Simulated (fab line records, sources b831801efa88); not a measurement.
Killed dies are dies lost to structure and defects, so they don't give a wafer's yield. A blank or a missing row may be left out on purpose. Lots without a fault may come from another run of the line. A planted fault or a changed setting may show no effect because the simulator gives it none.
One fault seen from 2 desks | flow gf180mcu | each desk has only its own numbers; what lay behind them comes last

THE TOOL OWNER'S DESK: cvd_w-01
The tool's own readings at GF_V1_CVD_23 (deposits W, target thk 350 nm, time 105.05 s): means of the sampled wafers that have a number, for each lot that ran on this tool. A lot is out of limits, marked OUT, if its mean lies more than 4 standard deviations from the usual mean; the brackets give that distance.
Columns: A = heater_power_w at GF_V1_CVD_23, usual 866 W
lot  | first seen here | A
L357 | day 19 22:08    | 820
L359 | day 20 14:58    | 812
L367 | day 23 08:46    | 774
L370 | day 24 07:37    | 815
This desk's finding: nothing out of limits on any of the 4 lots.

THE METROLOGY DESK
What the gauges read, lot by lot, whatever tool the lot ran on: means of the sampled wafers that have a number. A lot is out of limits, marked OUT, if its mean lies more than 4 standard deviations from the usual mean; the brackets give that distance.
Columns: A = CONTACT_OVL at GF_CONTACT_OVL_MEAS_15, usual -6 nm; B = V1_W_RS at GF_V1_RS_MEAS_24, usual 0.328 ohm/sq; C = V1_W_THK at GF_V1_THK_MEAS_25, usual 339 nm
lot  | first seen here | A   | B               | C
L356 | day 17 09:17    | -16 | 0.331           | 333
L357 | day 17 18:20    | -1  | 0.325           | 343
L358 | day 17 20:32    | -9  | 0.334           | 338
L359 | day 18 10:17    | -4  | 0.326           | 346
L360 | day 19 01:52    | -10 | 0.327           | 336
L366 | day 20 22:05    | -13 | 0.332           | 336
L367 | day 21 06:20    | -7  | 0.242 (-25) OUT | 444 (+21) OUT
L368 | day 21 15:05    | -6  | 0.330           | 330
L370 | day 22 06:58    | -0  | 0.244 (-25) OUT | 453 (+23) OUT
L372 | day 22 21:46    | -9  | 0.331           | 331
L375 | day 24 01:07    | -6  | 0.324           | 347
This desk's finding: out of limits on L367, L370; first on L367, day 23 08:54 (V1_W_RS at GF_V1_RS_MEAS_24). In limits: L356, L357, L358, L359, L360, L366, L368, L372, L375.

PUT TOGETHER
The metrology desk could have raised an alarm at day 23 08:54, on L367, L370.
The tool owner's desk saw nothing out of limits.
The tool owner's desk has L367, L370 on record, within its limits.
Of the lots named, all ran GF_V1_CVD_23 on cvd_w-01.

WHAT THE SIMULATOR HAD PUT IN
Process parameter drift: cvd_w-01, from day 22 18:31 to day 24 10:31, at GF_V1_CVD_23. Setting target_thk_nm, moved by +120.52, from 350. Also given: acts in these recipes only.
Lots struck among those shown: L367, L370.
Hours from the fault's start to each desk's first reading out of limits: the metrology desk, 14.
